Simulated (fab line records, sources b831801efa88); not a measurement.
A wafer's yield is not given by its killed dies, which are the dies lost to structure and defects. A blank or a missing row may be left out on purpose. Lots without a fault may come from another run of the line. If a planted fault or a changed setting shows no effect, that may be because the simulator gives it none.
A lot that was struck, set against a sound lot + flow sfq_line + 19 steps out of a route of 325
Sound: wafers L760.2, L760.5, L760.6. Struck: wafers L766.1, L766.3, L766.6. The cause is given at the end.
Order at every step that has rows: each side's tool, ch and its chambers, its first start. Under that, the readings that differ: sound wafers + struck wafers + difference of the means + sigmas: that difference in standard deviations of wafers without a fault.
alike: same words and numbers on both sides, and readings whose means sit less than 2 such deviations apart. not compared: any withheld reading, any reading some wafer has no value for, any bound like >300 that may hide the same value, and any number with overlapping values for which the record gives no deviation.
The two part at a step that has a row with sigmas, a row that says differs or no value, or rows on one side only. When numbers do not overlap yet have no deviation, they are printed without sigmas and do not part them. Lack of a reading on every wafer of one side parts them only where that side has two or more wafers.

SFQ_M1_OVL_MEAS_911:
  sound on overlay-02 at day 19 02:26; struck on overlay-02 at day 22 01:39
  alike: M1_OVL
SFQ_TRILAYER_M1_BARC_OPEN_METAL_ETCH_054: etches BARC in O2, target depth 125 nm, time 41.7 s.
  sound on rie_metal-01 ch 0,1, day 19 02:28; struck on rie_metal-01 ch 0,1, day 22 01:41
| reading    | sound             | struck            | difference | sigmas |
|------------|-------------------|-------------------|------------|--------|
| bias_w (W) | 79.75 79.90 79.88 | 80.36 80.30 80.48 | +0.54      | +2     |
  alike: drypump_motor_current_A, oes_product_au
  not compared: rf_hours_counter_h
SFQ_TRILAYER_M1_ETCH_METAL_ETCH_042: etches Nb in Cl2/Ar, stops on SiO2, target depth 240 nm, time 120 s.
  sound on rie_metal-01 ch 0,1, day 19 02:32; struck on rie_metal-01 ch 0,1, day 22 01:44
  alike: bias_w, drypump_motor_current_A, oes_product_au
  not compared: rf_hours_counter_h
SFQ_TRILAYER_M1_STRIP_STRIP_043: strips in O2.
  sound on rie_metal-01 ch 0,1, day 19 02:40; struck on rie_metal-01 ch 0,1, day 22 01:52
  alike: drypump_motor_current_A, oes_product_au
  not compared: rf_hours_counter_h
then, 1 step without rows for these wafers: SFQ_TRILAYER_M1_STRIP_SOLV_CLEAN_044 (cleans in NMP, time 600 s).
SFQ_TRILAYER_I1_DEP_PECVD_045: deposits SiO2 from SiH4/N2O, time 111.11 s, target thk 500 nm.
  sound on pecvd-03 ch 0,2, day 19 03:26; struck on pecvd-02 ch 0,2, day 22 02:38
  alike: heater_power_w, throttle_valve_pct
then, 1 step without rows for these wafers: SFQ_TRILAYER_I1_CMP_CMP_046 (polishes SiO2).
SFQ_I1_BOW_MEAS_912:
  sound on film_metro-03 at day 19 07:08; struck on film_metro-04 at day 22 06:15
  alike: I1_BOW
then, 4 steps without rows for these wafers: SFQ_TRILAYER_I1_METRO_MEASURE_047; SFQ_TRILAYER_I1_VIA_LITHO_COAT_054 (resist thk 62 nm); SFQ_TRILAYER_I1_VIA_LITHO_COAT_049 (resist thk 650 nm); SFQ_TRILAYER_I1_VIA_LITHO_SOFTBAKE_053.
-- the record jumps here: 7 days lie between the struck wafers' starts before and after --
SFQ_TRILAYER_I1_VIA_LITHO_EXPOSE_050: exposes mask I1, target cd 500 nm.
  sound on krf_scanner-01 ch 0, day 25 23:32; struck on krf_scanner-02 ch 0, day 28 18:55
| reading              | sound                | struck               | difference | sigmas |
|----------------------|----------------------|----------------------|------------|--------|
| exposure_dose_mJ_cm2 | 21.337 21.337 21.312 | 21.933 21.928 21.905 | +0.593     | +30    |
  alike: mask, reticle_temp_C
then, 2 steps without rows for these wafers: SFQ_TRILAYER_I1_VIA_LITHO_PEB_052 (peb time 60 s); SFQ_TRILAYER_I1_VIA_LITHO_DEVELOP_051 (time 60 s).
SFQ_I1_OVL_MEAS_913:
  sound on overlay-02 at day 26 00:50; struck on overlay-01 at day 28 20:25
  alike: I1_OVL
SFQ_TRILAYER_I1_VIA_BARC_OPEN_VIA_ETCH_071: etches BARC in O2, target depth 125 nm, time 41.7 s.
  sound on rie_diel-03 ch 0,1,3, day 26 00:52; struck on rie_diel-03 ch 0,2, day 28 20:26
| reading             | sound             | struck            | difference | sigmas |
|---------------------|-------------------|-------------------|------------|--------|
| model.I1.cd_nm (nm) | 495.9 496.1 499.6 | 505.4 502.6 507.3 | +7.9       |        |
  alike: bias_w, drypump_motor_current_A, oes_product_au
  not compared: rf_hours_counter_h
SFQ_TRILAYER_I1_VIA_ETCH_VIA_ETCH_052: etches SiO2 in CHF3, stops on Nb, target depth 260 nm.
  sound on rie_diel-03 ch 0,1,3, day 26 00:55; struck on rie_diel-03 ch 0,2, day 28 20:29
  alike: bias_w, drypump_motor_current_A, oes_product_au
  not compared: model.I1.cd_nm
SFQ_TRILAYER_I1_VIA_STRIP_STRIP_053: strips in O2.
  sound on rie_metal-04 ch 0,1, day 26 01:01; struck on rie_metal-04 ch 0,1, day 28 20:36
  alike: drypump_motor_current_A, oes_product_au
  not compared: rf_hours_counter_h

## WHERE THEY PART
First at SFQ_TRILAYER_M1_BARC_OPEN_METAL_ETCH_054; last, within this record, at SFQ_TRILAYER_I1_VIA_LITHO_EXPOSE_050. Later steps at which nothing parts them and some readings are alike: SFQ_I1_OVL_MEAS_913, SFQ_TRILAYER_I1_VIA_BARC_OPEN_VIA_ETCH_071, SFQ_TRILAYER_I1_VIA_ETCH_VIA_ETCH_052, SFQ_TRILAYER_I1_VIA_STRIP_STRIP_053.

WHY: the cause the simulator had injected
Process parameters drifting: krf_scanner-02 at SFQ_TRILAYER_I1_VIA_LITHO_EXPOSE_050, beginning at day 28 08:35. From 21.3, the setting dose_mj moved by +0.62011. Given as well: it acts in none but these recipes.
